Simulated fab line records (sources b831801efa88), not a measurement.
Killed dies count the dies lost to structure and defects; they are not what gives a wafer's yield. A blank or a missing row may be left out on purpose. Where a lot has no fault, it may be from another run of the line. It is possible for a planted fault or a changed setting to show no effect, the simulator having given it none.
fab line records + flow sky130
record
- lots=13
- wafers=37
- last_day=50
route steps=708 shown VIA2@510 METAL3@535 CAPM@539
lots untouched by any fault: they come from a run of this same line in which no faults occurred
start_h: the number of hours between the record's first day and the start of the first shown wafer of the lot + wait_h: time in hours since the lot's previous step + " unchanged from the row above + L1.1+2: a row that stands for several wafers + - no value present, or no start provided + * or withheld: withheld + < > ~ a bound
route shown NAME@n: a module of which the file shows steps, and the number in the route of the first + usual: mean and standard deviation over wafers with no fault + same: alike in all rows + chamber/n: place in a boat + sites: each site's reading + _std_site: how widely they spread, as a standard deviation + _edge_site: the outer-site mean with the inner-site mean subtracted + radius_mm: for every site, how far away it sits from the centre of the wafer + mask NAME#n: copy n + behind: tool/chamber where the wafer was last shaped + hold: the reason the lot was held/the length of the hold in hours/how it ended + device: which transistor (n, p or np) failed to switch + end of line: the tests these same wafers got at the end of their route + where a step has no rows: the recipe by itself + killed: dies that structure and defects cost at the first sort, which is not the same as the wafer's yield + map: a wafer's dies, x killed, . not, _ none there
set.NAME: the setting as run; set.NAME@STEP: as run at that earlier step + model.NAME: the simulator's own value behind a step, which no gauge read
one table for each step of the route and one row for each wafer, over a sample of lots
services: when a tool's chamber went out of use (start_h, in hours from the record's first day, below 0 if earlier), for how many hours, and the reason
## steps
# step SKY_VIA2_BOW_MEAS_03
# recipe
- mode=bow
# usual
- VIA2_BOW=87/7.4
| lot.wafer | tool          | chamber | start_h | wait_h | VIA2_BOW[um] |
|-----------|---------------|---------|---------|--------|--------------|
| L531.4    | film_metro-01 | -       | 865.46  | 0.2    | 97           |
| L531.5    | "             | -       | "       | "      | 90           |
| L531.6    | "             | -       | "       | "      | 97           |
| L529.1    | film_metro-04 | -       | 867.13  | 0.2    | 76           |
| L529.4    | "             | -       | "       | "      | 90           |
| L529.6    | "             | -       | "       | "      | 76           |
| L532.1    | film_metro-01 | -       | 881.56  | 0.1    | 77           |
| L532.3    | "             | -       | "       | "      | 83           |
| L532.6    | "             | -       | "       | "      | 96           |
| L533.3    | film_metro-01 | -       | 885.20  | 0.2    | 80           |
| L533.5    | "             | -       | "       | "      | 83           |
| L533.6    | "             | -       | "       | "      | 81           |
| L535.1    | film_metro-01 | -       | 892.59  | 0.1    | 89           |
| L535.2    | "             | -       | "       | "      | 82           |
| L535.3    | "             | -       | "       | "      | 90           |
| L534.2    | film_metro-01 | -       | 893.87  | 0.1    | 86           |
| L534.4    | "             | -       | "       | "      | 72           |
| L534.5    | "             | -       | "       | "      | 80           |
| L536.2    | film_metro-03 | -       | 909.59  | 0.2    | 76           |
| L536.5    | "             | -       | "       | "      | 91           |
| L536.6    | "             | -       | "       | "      | 87           |
| L537.2    | film_metro-03 | -       | 914.98  | 0.2    | 83           |
| L537.4    | "             | -       | "       | "      | 84           |
| L537.6    | "             | -       | "       | "      | 95           |
| L539.5    | film_metro-01 | -       | 926.62  | 0.1    | 83           |
| L545.1    | film_metro-03 | -       | 962.56  | 0.2    | 76           |
| L545.3    | "             | -       | "       | "      | 83           |
| L545.6    | "             | -       | "       | "      | 96           |
| L546.1    | film_metro-04 | -       | 969.35  | 0.1    | 76           |
| L546.5    | "             | -       | "       | "      | 100          |
| L546.6    | "             | -       | "       | "      | 80           |
| L547.2    | film_metro-03 | -       | 970.47  | 0.2    | 91           |
| L547.3    | "             | -       | "       | "      | 95           |
| L547.4    | "             | -       | "       | "      | 93           |
| L549.1    | film_metro-03 | -       | 991.45  | 0.2    | 99           |
| L549.4    | "             | -       | "       | "      | 85           |
| L549.5    | "             | -       | "       | "      | 93           |
# step SKY_VIA2_THK_MEAS_23
# recipe
- thk_meas_gauge=xrf
- reads=W_of_VIA2_CVD_21
# usual
- VIA2_W_THK=433/8.9
| lot.wafer | tool          | chamber | start_h | wait_h | VIA2_W_THK[nm] |
|-----------|---------------|---------|---------|--------|----------------|
| L531.4    | film_metro-03 | -       | 893.78  | 0.1    | 430            |
| L531.5    | "             | -       | "       | "      | 426            |
| L531.6    | "             | -       | "       | "      | 429            |
| L529.1    | film_metro-03 | -       | 895.08  | 0.1    | 425            |
| L529.4    | "             | -       | "       | "      | 426            |
| L529.6    | "             | -       | "       | "      | 425            |
| L532.1    | film_metro-04 | -       | 909.36  | 0.1    | 437            |
| L532.3    | "             | -       | "       | "      | 440            |
| L532.6    | "             | -       | "       | "      | 448            |
| L533.3    | film_metro-01 | -       | 912.46  | 0.1    | 437            |
| L533.5    | "             | -       | "       | "      | 433            |
| L533.6    | "             | -       | "       | "      | 438            |
| L535.1    | film_metro-03 | -       | 919.60  | 0.1    | 426            |
| L535.2    | "             | -       | "       | "      | 425            |
| L535.3    | "             | -       | "       | "      | 426            |
| L534.2    | film_metro-03 | -       | 921.43  | 0.1    | 415            |
| L534.4    | "             | -       | "       | "      | 423            |
| L534.5    | "             | -       | "       | "      | 420            |
| L536.2    | film_metro-03 | -       | 937.16  | 0.1    | 432            |
| L536.5    | "             | -       | "       | "      | 425            |
| L536.6    | "             | -       | "       | "      | 426            |
| L537.2    | film_metro-04 | -       | 941.24  | 0.1    | 447            |
| L537.4    | "             | -       | "       | "      | 450            |
| L537.6    | "             | -       | "       | "      | 441            |
| L539.5    | film_metro-01 | -       | 953.31  | 0.1    | 432            |
| L545.1    | film_metro-03 | -       | 988.49  | 0.1    | 431            |
| L545.3    | "             | -       | "       | "      | 433            |
| L545.6    | "             | -       | "       | "      | 431            |
| L546.1    | film_metro-03 | -       | 995.02  | 0.1    | 429            |
| L546.5    | "             | -       | "       | "      | 429            |
| L546.6    | "             | -       | "       | "      | 425            |
| L547.2    | film_metro-04 | -       | 995.25  | 0.1    | 435            |
| L547.3    | "             | -       | "       | "      | 439            |
| L547.4    | "             | -       | "       | "      | 443            |
| L549.1    | film_metro-04 | -       | 1016.12 | 0.1    | 441            |
| L549.4    | "             | -       | "       | "      | 453            |
| L549.5    | "             | -       | "       | "      | 446            |
# step SKY_METAL3_SPUTTER_03
# recipe
- material=Ti
- target_thk_nm=5
- power_w=3000
- time_s=3.3
- chamber_pressure_pa=0.4
# usual
- chamber_pressure_pa=0.3999/0.00087
- throttle_valve_pct=30.2/1.1
| lot.wafer | tool           | chamber | start_h | wait_h | chamber_pressure_pa | throttle_valve_pct |
|-----------|----------------|---------|---------|--------|---------------------|--------------------|
| L531.4    | pvd_sputter-03 | -       | 894.20  | 0.0    | 0.4016              | 28.4               |
| L531.5    | "              | -       | "       | "      | 0.4000              | 29.4               |
| L531.6    | "              | -       | "       | "      | 0.4017              | 30.1               |
| L529.1    | pvd_sputter-01 | -       | 895.53  | 0.0    | 0.3991              | 31.3               |
| L529.4    | "              | -       | "       | "      | 0.4000              | 29.8               |
| L529.6    | "              | -       | "       | "      | 0.4000              | 29.6               |
| L532.1    | pvd_sputter-02 | -       | 909.80  | 0.0    | 0.4012              | 31.2               |
| L532.3    | "              | -       | "       | "      | 0.3996              | 28.4               |
| L532.6    | "              | -       | "       | "      | 0.4001              | 31.9               |
| L533.3    | pvd_sputter-02 | -       | 912.88  | 0.0    | 0.4003              | 28.5               |
| L533.5    | "              | -       | "       | "      | 0.4003              | 28.5               |
| L533.6    | "              | -       | "       | "      | 0.3998              | 31.7               |
| L535.1    | pvd_sputter-01 | -       | 920.05  | 0.0    | 0.3991              | 31.3               |
| L535.2    | "              | -       | "       | "      | 0.4007              | 31.1               |
| L535.3    | "              | -       | "       | "      | 0.4010              | 29.8               |
| L534.2    | pvd_sputter-01 | -       | 921.88  | 0.0    | 0.3992              | 29.8               |
| L534.4    | "              | -       | "       | "      | 0.4003              | 31.2               |
| L534.5    | "              | -       | "       | "      | 0.3996              | 29.7               |
| L536.2    | pvd_sputter-01 | -       | 937.60  | 0.0    | 0.3988              | 31.1               |
| L536.5    | "              | -       | "       | "      | 0.4003              | 29.7               |
| L536.6    | "              | -       | "       | "      | 0.3990              | 31.0               |
| L537.2    | pvd_sputter-02 | -       | 941.67  | 0.0    | 0.4015              | 31.8               |
| L537.4    | "              | -       | "       | "      | 0.3993              | 31.2               |
| L537.6    | "              | -       | "       | "      | 0.3991              | 31.2               |
| L539.5    | pvd_sputter-01 | -       | 953.73  | 0.0    | 0.3997              | 31.1               |
| L545.1    | pvd_sputter-03 | -       | 988.93  | 0.0    | 0.4006              | 29.6               |
| L545.3    | "              | -       | "       | "      | 0.4010              | 29.7               |
| L545.6    | "              | -       | "       | "      | 0.4003              | 28.5               |
| L546.1    | pvd_sputter-01 | -       | 995.47  | 0.0    | 0.3979              | 31.3               |
| L546.5    | "              | -       | "       | "      | 0.4004              | 31.0               |
| L546.6    | "              | -       | "       | "      | 0.3995              | 29.7               |
| L547.2    | pvd_sputter-03 | -       | 995.69  | 0.0    | 0.3988              | 28.8               |
| L547.3    | "              | -       | "       | "      | 0.3990              | 29.3               |
| L547.4    | "              | -       | "       | "      | 0.4001              | 29.9               |
| L549.1    | pvd_sputter-02 | -       | 1016.56 | 0.0    | 0.3990              | 28.3               |
| L549.4    | "              | -       | "       | "      | 0.4017              | 31.1               |
| L549.5    | "              | -       | "       | "      | 0.4013              | 31.3               |
# step SKY_CAPM_SPUTTER_02
# recipe
- material=TiN
- target_thk_nm=200
- temp_c=300
- power_w=6500
- time_s=166.7
- chamber_pressure_pa=0.4
# usual
- chamber_pressure_pa=0.4001/0.00075
- throttle_valve_pct=30.2/0.81
| lot.wafer | tool           | chamber | start_h | wait_h | chamber_pressure_pa | throttle_valve_pct |
|-----------|----------------|---------|---------|--------|---------------------|--------------------|
| L531.4    | pvd_sputter-04 | -       | 894.35  | 0.0    | 0.3995              | 29.8               |
| L531.5    | "              | -       | "       | "      | 0.3992              | 30.3               |
| L531.6    | "              | -       | "       | "      | 0.4005              | 29.2               |
| L529.1    | pvd_sputter-04 | -       | 895.68  | 0.1    | 0.3995              | 29.7               |
| L529.4    | "              | -       | "       | "      | 0.4008              | 29.3               |
| L529.6    | "              | -       | "       | "      | 0.4001              | 28.9               |
| L532.1    | pvd_sputter-01 | -       | 910.00  | 0.1    | 0.4001              | 31.2               |
| L532.3    | "              | -       | "       | "      | 0.4002              | 31.6               |
| L532.6    | "              | -       | "       | "      | 0.3999              | 31.2               |
| L533.3    | pvd_sputter-01 | -       | 913.03  | 0.0    | 0.4011              | 29.9               |
| L533.5    | "              | -       | "       | "      | 0.3997              | 29.7               |
| L533.6    | "              | -       | "       | "      | 0.3998              | 31.4               |
| L535.1    | pvd_sputter-02 | -       | 920.22  | 0.1    | 0.4014              | 31.1               |
| L535.2    | "              | -       | "       | "      | 0.4004              | 29.4               |
| L535.3    | "              | -       | "       | "      | 0.3996              | 28.4               |
| L534.2    | pvd_sputter-04 | -       | 922.04  | 0.0    | 0.4000              | 30.1               |
| L534.4    | "              | -       | "       | "      | 0.4007              | 29.8               |
| L534.5    | "              | -       | "       | "      | 0.4001              | 30.1               |
| L536.2    | pvd_sputter-04 | -       | 937.75  | 0.0    | 0.3982              | 30.4               |
| L536.5    | "              | -       | "       | "      | 0.3993              | 29.1               |
| L536.6    | "              | -       | "       | "      | 0.3996              | 30.7               |
| L537.2    | pvd_sputter-04 | -       | 941.82  | 0.0    | 0.4009              | 30.3               |
| L537.4    | "              | -       | "       | "      | 0.4001              | 29.3               |
| L537.6    | "              | -       | "       | "      | 0.4000              | 30.6               |
| L539.5    | pvd_sputter-04 | -       | 953.92  | 0.1    | 0.4005              | 30.3               |
| L545.1    | pvd_sputter-01 | -       | 989.08  | 0.1    | 0.3995              | 31.1               |
| L545.3    | "              | -       | "       | "      | 0.3997              | 29.7               |
| L545.6    | "              | -       | "       | "      | 0.3990              | 31.4               |
| L546.1    | pvd_sputter-02 | -       | 995.62  | 0.1    | 0.3999              | 28.6               |
| L546.5    | "              | -       | "       | "      | 0.4008              | 31.1               |
| L546.6    | "              | -       | "       | "      | 0.4008              | 29.8               |
| L547.2    | pvd_sputter-01 | -       | 995.84  | 0.0    | 0.4010              | 29.7               |
| L547.3    | "              | -       | "       | "      | 0.3999              | 31.3               |
| L547.4    | "              | -       | "       | "      | 0.3998              | 31.3               |
| L549.1    | pvd_sputter-01 | -       | 1016.72 | 0.1    | 0.4013              | 31.6               |
| L549.4    | "              | -       | "       | "      | 0.3998              | 29.4               |
| L549.5    | "              | -       | "       | "      | 0.4009              | 31.3               |
# step SKY_CAPM_RS_MEAS_03
# recipe
- thk_meas_gauge=four-point-probe
- reads=TiN_of_CAPM_SPUTTER_02
# usual
- CAPM_TIN_RS=6.92/0.11
| lot.wafer | tool          | chamber | start_h | wait_h | CAPM_TIN_RS[ohm/sq] |
|-----------|---------------|---------|---------|--------|---------------------|
| L531.4    | film_metro-01 | -       | 894.52  | 0.1    | 6.93                |
| L531.5    | "             | -       | "       | "      | 6.95                |
| L531.6    | "             | -       | "       | "      | 6.98                |
| L529.1    | film_metro-03 | -       | 895.79  | 0.1    | 7.01                |
| L529.4    | "             | -       | "       | "      | 6.98                |
| L529.6    | "             | -       | "       | "      | 7.05                |
| L532.1    | film_metro-03 | -       | 910.11  | 0.1    | 6.94                |
| L532.3    | "             | -       | "       | "      | 6.69                |
| L532.6    | "             | -       | "       | "      | 6.88                |
| L533.3    | film_metro-03 | -       | 913.18  | 0.1    | 6.85                |
| L533.5    | "             | -       | "       | "      | 6.85                |
| L533.6    | "             | -       | "       | "      | 6.87                |
| L535.1    | film_metro-02 | -       | 920.33  | 0.1    | 7.04                |
| L535.2    | "             | -       | "       | "      | 6.91                |
| L535.3    | "             | -       | "       | "      | 6.87                |
| L534.2    | film_metro-01 | -       | 922.17  | 0.1    | 7.01                |
| L534.4    | "             | -       | "       | "      | 7.10                |
| L534.5    | "             | -       | "       | "      | 6.99                |
| L536.2    | film_metro-02 | -       | 937.88  | 0.1    | 6.93                |
| L536.5    | "             | -       | "       | "      | 7.02                |
| L536.6    | "             | -       | "       | "      | 6.98                |
| L537.2    | film_metro-01 | -       | 941.95  | 0.1    | 6.89                |
| L537.4    | "             | -       | "       | "      | 6.99                |
| L537.6    | "             | -       | "       | "      | 6.94                |
| L539.5    | film_metro-02 | -       | 954.06  | 0.1    | 6.30                |
| L545.1    | film_metro-01 | -       | 989.19  | 0.1    | 6.90                |
| L545.3    | "             | -       | "       | "      | 6.83                |
| L545.6    | "             | -       | "       | "      | 6.89                |
| L546.1    | film_metro-01 | -       | 995.73  | 0.1    | 6.79                |
| L546.5    | "             | -       | "       | "      | 7.00                |
| L546.6    | "             | -       | "       | "      | 6.82                |
| L547.2    | film_metro-02 | -       | 995.97  | 0.1    | 6.74                |
| L547.3    | "             | -       | "       | "      | 6.71                |
| L547.4    | "             | -       | "       | "      | 6.75                |
| L549.1    | film_metro-01 | -       | 1016.83 | 0.1    | 6.80                |
| L549.4    | "             | -       | "       | "      | 6.86                |
| L549.5    | "             | -       | "       | "      | 6.86                |
# step SKY_CAPM_THK_MEAS_04
# recipe
- thk_meas_gauge=xrf
- reads=TiN_of_CAPM_SPUTTER_02
# usual
- CAPM_TIN_THK=201/3.2
| lot.wafer | tool          | chamber | start_h | wait_h | CAPM_TIN_THK[nm] |
|-----------|---------------|---------|---------|--------|------------------|
| L531.4    | film_metro-01 | -       | 894.61  | 0.1    | 199              |
| L531.5    | "             | -       | "       | "      | 199              |
| L531.6    | "             | -       | "       | "      | 198              |
| L529.1    | film_metro-03 | -       | 895.91  | 0.1    | 200              |
| L529.4    | "             | -       | "       | "      | 200              |
| L529.6    | "             | -       | "       | "      | 197              |
| L532.1    | film_metro-03 | -       | 910.23  | 0.1    | 201              |
| L532.3    | "             | -       | "       | "      | 208              |
| L532.6    | "             | -       | "       | "      | 202              |
| L533.3    | film_metro-03 | -       | 913.28  | 0.1    | 204              |
| L533.5    | "             | -       | "       | "      | 202              |
| L533.6    | "             | -       | "       | "      | 203              |
| L535.1    | film_metro-02 | -       | 920.45  | 0.1    | 198              |
| L535.2    | "             | -       | "       | "      | 202              |
| L535.3    | "             | -       | "       | "      | 204              |
| L534.2    | film_metro-01 | -       | 922.28  | 0.1    | 197              |
| L534.4    | "             | -       | "       | "      | 196              |
| L534.5    | "             | -       | "       | "      | 198              |
| L536.2    | film_metro-02 | -       | 937.99  | 0.1    | 202              |
| L536.5    | "             | -       | "       | "      | 199              |
| L536.6    | "             | -       | "       | "      | 200              |
| L537.2    | film_metro-01 | -       | 942.06  | 0.1    | 202              |
| L537.4    | "             | -       | "       | "      | 197              |
| L537.6    | "             | -       | "       | "      | 199              |
| L539.5    | film_metro-02 | -       | 954.14  | 0.1    | 221              |
| L545.1    | film_metro-01 | -       | 989.31  | 0.1    | 199              |
| L545.3    | "             | -       | "       | "      | 202              |
| L545.6    | "             | -       | "       | "      | 200              |
| L546.1    | film_metro-01 | -       | 995.85  | 0.1    | 203              |
| L546.5    | "             | -       | "       | "      | 196              |
| L546.6    | "             | -       | "       | "      | 202              |
| L547.2    | film_metro-02 | -       | 996.08  | 0.1    | 205              |
| L547.3    | "             | -       | "       | "      | 206              |
| L547.4    | "             | -       | "       | "      | 205              |
| L549.1    | film_metro-01 | -       | 1016.95 | 0.1    | 205              |
| L549.4    | "             | -       | "       | "      | 203              |
| L549.5    | "             | -       | "       | "      | 202              |
# step SKY_CAPM_METAL_ETCH_13
# recipe
- target_depth_nm=220
- stop_on=SiO2
- chemistry=Cl2/BCl3
- target=TiN
- pressure_mtorr=10
- icp_w=900
- bias_w=48.5
- Cl2_flow_sccm=60
- bcl3_flow_sccm=30
- time_s=62.9
# usual
- chamber_pressure_mTorr=10.000/0.0084
- drypump_motor_current_A=5.4/0.31
- oes_product_au=0.940/0.0095
- throttle_valve_pct=21.902/0.009
| lot.wafer | tool         | chamber | start_h | wait_h | chamber_pressure_mTorr | drypump_motor_current_A | oes_product_au | rf_hours_counter_h | throttle_valve_pct |
|-----------|--------------|---------|---------|--------|------------------------|-------------------------|----------------|--------------------|--------------------|
| L531.4    | rie_metal-04 | 1       | 920.49  | 0.0    | 10.007                 | 5.8                     | 0.934          | -                  | 21.892             |
| L531.5    | "            | 1       | "       | "      | 9.991                  | 5.9                     | 0.931          | -                  | 21.911             |
| L531.6    | "            | 0       | "       | "      | 9.994                  | 5.2                     | 0.942          | -                  | 21.899             |
| L529.1    | rie_metal-02 | 1       | 921.70  | 0.0    | 9.997                  | 5.7                     | 0.938          | 13                 | 21.918             |
| L529.4    | "            | 0       | "       | "      | 10.007                 | 5.2                     | 0.938          | -                  | 21.912             |
| L529.6    | "            | 0       | "       | "      | 10.001                 | 5.2                     | 0.923          | -                  | 21.907             |
| L532.1    | rie_metal-03 | 0       | 936.07  | 0.0    | 9.996                  | 5.0                     | 0.936          | 9                  | 21.908             |
| L532.3    | "            | 1       | "       | "      | 9.992                  | 5.6                     | 0.955          | -                  | 21.884             |
| L532.6    | "            | 0       | "       | "      | 9.997                  | 5.0                     | 0.945          | -                  | 21.913             |
| L533.3    | rie_metal-02 | 0       | 938.09  | 0.0    | 10.002                 | 5.2                     | 0.949          | -                  | 21.890             |
| L533.5    | "            | 0       | "       | "      | 9.990                  | 5.2                     | 0.949          | -                  | 21.897             |
| L533.6    | "            | 1       | "       | "      | 10.010                 | 5.7                     | 0.943          | -                  | 21.900             |
| L535.1    | rie_metal-03 | 1       | 945.80  | 0.0    | 9.994                  | 5.6                     | 0.923          | 4                  | 21.920             |
| L535.2    | "            | 0       | "       | "      | 9.998                  | 5.0                     | 0.934          | 10                 | 21.890             |
| L535.3    | "            | 1       | "       | "      | 9.997                  | 5.6                     | 0.940          | -                  | 21.906             |
| L534.2    | rie_metal-02 | 1       | 947.62  | 0.0    | 9.992                  | 5.7                     | 0.931          | 15                 | 21.901             |
| L534.4    | "            | 0       | "       | "      | 9.996                  | 5.2                     | 0.939          | -                  | 21.905             |
| L534.5    | "            | 1       | "       | "      | 10.000                 | 5.7                     | 0.942          | -                  | 21.915             |
| L536.2    | rie_metal-04 | 1       | 962.77  | 0.0    | 10.011                 | 5.8                     | 0.943          | 13                 | 21.897             |
| L536.5    | "            | 0       | "       | "      | 10.006                 | 5.2                     | 0.933          | -                  | 21.908             |
| L536.6    | "            | 1       | "       | "      | 9.993                  | 5.9                     | 0.936          | -                  | 21.908             |
| L537.2    | rie_metal-04 | 1       | 965.67  | 0.0    | 9.995                  | 5.8                     | 0.943          | 13                 | 21.892             |
| L537.4    | "            | 0       | "       | "      | 10.001                 | 5.2                     | 0.927          | -                  | 21.887             |
| L537.6    | "            | 1       | "       | "      | 9.996                  | 5.8                     | 0.936          | -                  | 21.914             |
| L539.5    | rie_metal-04 | 0       | 978.47  | 0.1    | 10.001                 | 5.2                     | 0.985          | -                  | 21.889             |
| L545.1    | rie_metal-04 | 0       | 1012.52 | 0.0    | 10.004                 | 5.2                     | 0.943          | 11                 | 21.881             |
| L545.3    | "            | 0       | "       | "      | 10.002                 | 5.2                     | 0.942          | -                  | 21.898             |
| L545.6    | "            | 0       | "       | "      | 9.995                  | 5.2                     | 0.946          | -                  | 21.897             |
| L546.1    | rie_metal-04 | 0       | 1018.15 | 0.0    | 10.002                 | 5.2                     | 0.949          | 11                 | 21.902             |
| L546.5    | "            | 0       | "       | "      | 9.977                  | 5.2                     | 0.934          | -                  | 21.895             |
| L546.6    | "            | 1       | "       | "      | 10.019                 | 5.8                     | 0.951          | -                  | 21.906             |
| L547.2    | rie_metal-03 | 0       | 1018.97 | 0.0    | 9.992                  | 5.0                     | 0.959          | 14                 | 21.897             |
| L547.3    | "            | 0       | "       | "      | 9.992                  | 5.0                     | 0.955          | -                  | 21.890             |
| L547.4    | "            | 1       | "       | "      | 10.017                 | 5.6                     | 0.953          | -                  | 21.896             |
| L549.1    | rie_metal-02 | 0       | 1040.17 | 0.0    | 10.012                 | 5.3                     | 0.953          | 13                 | 21.885             |
| L549.4    | "            | 0       | "       | "      | 10.000                 | 5.2                     | 0.947          | -                  | 21.897             |
| L549.5    | "            | 0       | "       | "      | 10.008                 | 5.2                     | 0.948          | -                  | 21.913             |
## services
| tool           | chamber | start_h | hours | kind                   |
|----------------|---------|---------|-------|------------------------|
| pvd_sputter-02 | -       | 887.03  | 0.6   | repair                 |
| rie_metal-02   | 1       | 896.19  | 13.8  | repair                 |
| pvd_sputter-04 | -       | 908.70  | 1.4   | repair                 |
| pvd_sputter-03 | -       | 911.46  | 1.9   | repair                 |
| pvd_sputter-04 | -       | 911.85  | 1.4   | repair                 |
| rie_metal-04   | -       | 933.44  | 26.7  | repair                 |
| pvd_sputter-02 | -       | 956.80  | 4.2   | repair                 |
| pvd_sputter-03 | 2       | 970.01  | -     | consumable_replace:kit |
| pvd_sputter-03 | 2       | 970.01  | 18.0  | scheduled_down         |
| pvd_sputter-03 | 2       | 970.01  | 18.0  | vent_cycle             |
| rie_metal-03   | -       | 979.62  | 1.4   | pm                     |
| pvd_sputter-01 | 0       | 986.20  | -     | consumable_replace:kit |
| pvd_sputter-01 | 0       | 986.20  | 18.0  | scheduled_down         |
| pvd_sputter-01 | 0       | 986.20  | 18.0  | vent_cycle             |
| pvd_sputter-02 | 2       | 1032.34 | -     | consumable_replace:kit |
| pvd_sputter-02 | 2       | 1032.34 | 18.0  | scheduled_down         |
| pvd_sputter-02 | 2       | 1032.34 | 18.0  | vent_cycle             |
## key
first_sign
- step=SKY_CAPM_RS_MEAS_03
- reading=CAPM_TIN_RS
- direction=down
- sigmas=5.8
- usual=6.92
- struck=6.30
effect
- step=SKY_CAPM_THK_MEAS_04
- reading=CAPM_TIN_THK
- direction=up
- sigmas=6.3
- usual=201
- struck=221
effect
- step=SKY_CAPM_METAL_ETCH_13
- reading=oes_product_au
- direction=up
- sigmas=4.7
- usual=0.940
- struck=0.985
met_at SKY_CAPM_SPUTTER_02
struck_lots L539
struck_wafers L539.5
sort_left_out L539.5
not_acting_at SKY_VIA2_BOW_MEAS_03,SKY_VIA2_THK_MEAS_23,SKY_METAL3_SPUTTER_03
onset_between 937.75 953.92
earlier_fault
- kind=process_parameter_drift
- tool=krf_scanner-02
- chamber=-
- onset_h=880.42
- steps=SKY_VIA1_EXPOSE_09
- channel=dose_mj
- offset=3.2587
- shape=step
- acts_in=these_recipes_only
- stated=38
fault
- kind=process_parameter_drift
- tool=pvd_sputter-04
- chamber=-
- onset_h=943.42
- steps=SKY_CAPM_SPUTTER_02
- channel=time_s
- offset=*
- shape=step
- acts_in=*
- stated=*
- scope=struck_wafers_only
# sort_left_out: the simulated sort isn't trusted on such a fault, so these wafers' sort isn't shown, and their yield isn't known
